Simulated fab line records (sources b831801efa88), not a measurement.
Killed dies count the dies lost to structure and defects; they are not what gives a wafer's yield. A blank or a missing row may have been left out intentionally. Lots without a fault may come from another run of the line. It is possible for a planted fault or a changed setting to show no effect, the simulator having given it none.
Comparing a struck lot with a sound one + flow sky130 + 15 steps out of a route of 708
Sound: wafers L158.1, L158.3, L158.4. Wafers struck: L169.1, L169.3, L169.4. The cause is given at the end.
At each step with rows: each side's tool, then ch and its chambers, then its first start. Under that, the readings that differ: sound wafers + struck wafers + difference of the means + sigmas: that difference in standard deviations of wafers without a fault.
alike: readings whose means differ by less than 2 such deviations, and words and numbers that are the same on both sides. not compared: withheld readings, readings that some wafer has no value for, bounds like >300 that may hide the same value, and numbers for which the record gives no deviation and whose values overlap.
A row with sigmas, a row that says differs or no value, or rows on one side alone: a step with any of these is where the two part. Numbers that have no deviation but don't overlap get no sigmas and don't part them. Lack of a reading on every wafer of one side parts them only where that side has two or more wafers.

first, 1 step without rows for these wafers: SKY_POLY_CUT_DEVELOP_07 (develop time 60 s).
SKY_POLY_CUT_CD_MEAS_08: the cd target is 270 nm.
  sound: cd sem-01 at day 25 18:07; struck: cd sem-01 at day 29 11:20
  alike: cd nm
SKY_POLY_CUT_OVL_MEAS_09:
  sound: overlay-02 at day 25 18:14; struck: overlay-02 at day 29 11:28
  alike: POLY_CUT_OVL
SKY_POLY_CUT_ETCH_10: etches BARC in N2/H2, stops on SiO2, time 45.9 s, target depth 60 nm.
  sound on rie diel-03 ch 0,1,3, day 25 18:17; struck on rie diel-03 ch 1,2,3, day 29 11:29
  alike: drypump motor current A, oes product au, throttle valve pct
  not compared: rf hours counter h
SKY_POLY_CUT_ETCH_11: etches Si3N4 in CF4/CH2F2/Ar, stops on poly-Si, time 42.5 s, target depth 60 nm.
  sound on rie diel-03 ch 0,1,3, day 25 18:19; struck on rie diel-03 ch 1,2,3, day 29 11:32
  alike: drypump motor current A, oes product au, throttle valve pct
  not compared: rf hours counter h
SKY_POLY_CUT_STRIP_12: strips in O2/N2.
  sound on plasma asher-01 ch 0,1, day 25 18:22; struck on plasma asher-03 ch 0,1, day 29 11:34
  alike: drypump motor current A, oes product au, strip time to endpoint s
  not compared: rf hours counter h
then, 6 steps without rows for these wafers: SKY_SD_P_DEHYDRATE_00 (time 60 s); SKY_SD_P_HMDS_01 (prime time 60 s); SKY_SD_P_COAT_02 (resist thk 1140 nm); SKY_SD_P_SOFTBAKE_03 (time 60 s); SKY_SD_P_EXPOSE_04 (exposes mask PSDM, target cd 380 nm); SKY_SD_P_PEB_05.
SKY_SD_P_DEVELOP_06: develop time 60 s.
  sound on litho track-03 ch 0, day 26 22:53; struck on litho track-03 ch 0, day 30 15:20
| reading              | sound             | struck            | difference | sigmas |
|----------------------|-------------------|-------------------|------------|--------|
| developer temp C (C) | 23.00 23.01 22.88 | 23.75 23.81 23.73 | +0.80      | +7     |
SKY_SD_P_CD_MEAS_07: the cd target is 380 nm.
  sound: cd sem-02 at day 26 23:02; struck: cd sem-02 at day 30 15:29
  alike: cd nm
-- the record jumps here: 19 days lie between the struck wafers' starts before and after (it left off in module SD_P and takes up again in module PAD_OPEN, whose first step shown is number 708 of the route) --
SKY_PAD_OPEN_PROBE_99:
  sound: prober-02 at day 46 20:49; struck: prober-02 at day 49 06:16
  alike: killed_at_M0_to_M3, killed_at_M4_up, killed at contacts, killed at front end, killed at other, killed dies, killed open, killed short

== WHERE THEY PART ==
At SKY_SD_P_DEVELOP_06 and nowhere else, as far as this record goes. Later steps at which nothing parts them and some readings are alike: SKY_SD_P_CD_MEAS_07, SKY_PAD_OPEN_PROBE_99.

WHY: what had been put in by the simulator
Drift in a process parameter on litho track-03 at SKY_SD_P_DEVELOP_06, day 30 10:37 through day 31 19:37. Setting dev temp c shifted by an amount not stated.
